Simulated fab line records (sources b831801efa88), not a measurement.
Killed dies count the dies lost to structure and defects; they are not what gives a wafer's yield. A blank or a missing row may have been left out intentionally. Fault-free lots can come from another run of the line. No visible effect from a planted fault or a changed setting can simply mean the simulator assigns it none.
Matching of chambers || flow gf180mcu || GF_V2_ETCH_16 on rie_diel-03 has 4 sister chambers
The step etches BARC in N2/H2. 8 wafers are shown with their chamber, then 7 later ones without.

WAFERS, EACH WITH ITS CHAMBER
{"wafer": "L083.1", "chamber": 0, "oes_product_au (a.u.)": 0.850, "h2_flow_sccm (sccm)": 199.1}
{"wafer": "L083.2", "chamber": 2, "oes_product_au (a.u.)": 0.855, "h2_flow_sccm (sccm)": 200.3}
{"wafer": "L083.6", "chamber": 1, "oes_product_au (a.u.)": 0.851, "h2_flow_sccm (sccm)": 200.0}
{"wafer": "L090.2", "chamber": 2, "oes_product_au (a.u.)": 0.858, "h2_flow_sccm (sccm)": 199.9}
{"wafer": "L090.3", "chamber": 3, "oes_product_au (a.u.)": 0.869, "h2_flow_sccm (sccm)": 198.8}
{"wafer": "L090.6", "chamber": 3, "oes_product_au (a.u.)": 0.857, "h2_flow_sccm (sccm)": 199.0}
{"wafer": "L091.1", "chamber": 1, "oes_product_au (a.u.)": 0.842, "h2_flow_sccm (sccm)": 200.4}
{"wafer": "L091.4", "chamber": 0, "oes_product_au (a.u.)": 0.848, "h2_flow_sccm (sccm)": 200.0}

WAFERS WITHOUT THEIR CHAMBER
{"wafer": "L091.5", "oes_product_au (a.u.)": 0.858, "h2_flow_sccm (sccm)": 200.2}
{"wafer": "L093.1", "oes_product_au (a.u.)": 0.851, "h2_flow_sccm (sccm)": 199.4}
{"wafer": "L093.2", "oes_product_au (a.u.)": 0.853, "h2_flow_sccm (sccm)": 200.0}
{"wafer": "L093.3", "oes_product_au (a.u.)": 0.855, "h2_flow_sccm (sccm)": 201.0}
{"wafer": "L097.2", "oes_product_au (a.u.)": 0.856, "h2_flow_sccm (sccm)": 200.7}
{"wafer": "L097.3", "oes_product_au (a.u.)": 0.863, "h2_flow_sccm (sccm)": 200.7}
{"wafer": "L097.6", "oes_product_au (a.u.)": 0.853, "h2_flow_sccm (sccm)": 200.8}

WHICH CHAMBER EACH WENT THROUGH
{"wafer": "L091.5", "from the rows above": "can't be placed: 2 or 1 or 0", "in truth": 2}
{"wafer": "L093.1", "from the rows above": "can't be placed: 0 or 2 or 1", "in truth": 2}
{"wafer": "L093.2", "from the rows above": "can't be placed: 2 or 1 or 0", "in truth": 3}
{"wafer": "L093.3", "from the rows above": "can't be placed: 2 or 1 or 0", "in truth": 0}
{"wafer": "L097.2", "from the rows above": "can't be placed: 2 or 1 or 0", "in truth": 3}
{"wafer": "L097.3", "from the rows above": "can't be placed: 2 or 1 or 0", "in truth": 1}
{"wafer": "L097.6", "from the rows above": "can't be placed: 2 or 1 or 0", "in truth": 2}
Placed correctly: 0 of 7. Not placeable from these rows: 7 (in 5, the candidates include the true chamber). 0 placed wrongly.
How it was worked out, from the rows above alone: a wafer's distance from a chamber is the root of the sum, over the readings, of the square of ((its reading less the chamber's mean) divided by the reading's scatter). The wafer belongs to the nearest chamber; if the next one is less than 2 further off, it can't be placed. For every chamber, the mean is computed from those of its wafers that are shown. The scatter: the root of (the sum of the squares of (reading less its chamber's mean) over the shown wafers, divided by (wafers less chambers)).
